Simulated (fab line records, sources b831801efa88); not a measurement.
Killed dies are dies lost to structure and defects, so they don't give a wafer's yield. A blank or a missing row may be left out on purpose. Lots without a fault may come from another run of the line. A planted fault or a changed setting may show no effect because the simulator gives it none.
A struck lot beside a sound one | flow sfq_line | 14 steps out of a route of 325
Sound: wafers L126.2, L126.3, L126.4. Struck: wafers L124.1, L124.3, L124.6. The cause comes at the end.
At each step with rows: each side's tool, then ch and its chambers, then its first start. Under that, the readings that differ: sound wafers | struck wafers | difference of the means | sigmas: that difference in standard deviations of wafers without a fault.
alike: readings whose means differ by less than 2 such deviations, and words and numbers that are the same on both sides. not compared: withheld readings, readings that some wafer has no value for, bounds like >300 that may hide the same value, and numbers for which the record gives no deviation and whose values overlap.
The two part at a step that has a row with sigmas, a row that says differs or no value, or rows on one side only. Numbers that don't overlap but have no deviation are shown without sigmas and don't part them. A reading that every wafer of one side lacks parts them only if that side has two wafers or more.

first, 2 steps without rows for these wafers: SFQ_TRILAYER_JJ_CE_LITHO_PEB_117 (peb time 60 s); SFQ_TRILAYER_JJ_CE_LITHO_DEVELOP_116 (time 60 s).
SFQ_JJ_OVL_MEAS_931:
  sound on overlay-02, day 58 02:51; struck on overlay-02, day 57 10:02
  alike: J5_OVL
SFQ_TRILAYER_JJ_CE_METRO_MEASURE_117:
  sound on cd_sem-02, day 58 03:05; struck on cd_sem-02, day 57 10:05
  alike: cd_nm
SFQ_TRILAYER_JJ_CE_BARC_OPEN_RIE_150: chemistry O2, target BARC, target depth 240 nm, time 80 s.
  sound on rie_metal-01 ch 0,1, day 58 04:05; struck on rie_metal-04 ch 0,1, day 57 11:17
  alike: bias_w, drypump_motor_current_A, oes_product_au
  not compared: rf_hours_counter_h
SFQ_TRILAYER_JJ_CE_ETCH_RIE_118: chemistry SF6, target Nb, stops on Al2O3, time 97.7 s, target depth 170 nm.
  sound on rie_metal-01 ch 0,1, day 58 04:10; struck on rie_metal-04 ch 0,1, day 57 11:22
  alike: bias_w, drypump_motor_current_A, oes_product_au
  not compared: rf_hours_counter_h
then, 1 step without rows for these wafers: SFQ_TRILAYER_JJ_ANODIZE_ANODIZE_119.
SFQ_TRILAYER_JJ_CE_STRIP_STRIP_120: strips in O2.
  sound on rie_metal-04 ch 0,1, day 58 04:52; struck on rie_metal-01 ch 0, day 57 12:01
  reading               | sound             | struck            | difference | sigmas
  oes_product_au (a.u.) | 1.016 1.010 1.018 | 0.985 0.997 0.998 | -0.021     | -2
  alike: drypump_motor_current_A
  not compared: rf_hours_counter_h
then, 4 steps without rows for these wafers: SFQ_TRILAYER_JJ_CE_STRIP_SOLV_CLEAN_121 (cleans in NMP, time 600 s); SFQ_TRILAYER_M5_LITHO_COAT_128 (resist thk 62 nm); SFQ_TRILAYER_M5_LITHO_COAT_123 (resist thk 600 nm); SFQ_TRILAYER_M5_LITHO_SOFTBAKE_127.
-- the record jumps here: 5 days lie between the struck wafers' starts before and after --
SFQ_TRILAYER_M5_LITHO_EXPOSE_124: exposes mask M5, target cd 700 nm.
  sound on krf_scanner-02 ch 0, day 62 18:28; struck on krf_scanner-02, day 62 02:40
  no value came back on the struck wafers for exposure_dose_mJ_cm2, focus_offset_nm (nm); on the sound wafers exposure_dose_mJ_cm2 reads 14.390 14.397 14.379
  alike: mask
then, 1 step without rows for these wafers: SFQ_TRILAYER_M5_LITHO_PEB_126 (peb time 60 s).

WHERE THEY PART
First at SFQ_TRILAYER_JJ_CE_STRIP_STRIP_120; last, within this record, at SFQ_TRILAYER_M5_LITHO_EXPOSE_124.

WHY: what the simulator had put in
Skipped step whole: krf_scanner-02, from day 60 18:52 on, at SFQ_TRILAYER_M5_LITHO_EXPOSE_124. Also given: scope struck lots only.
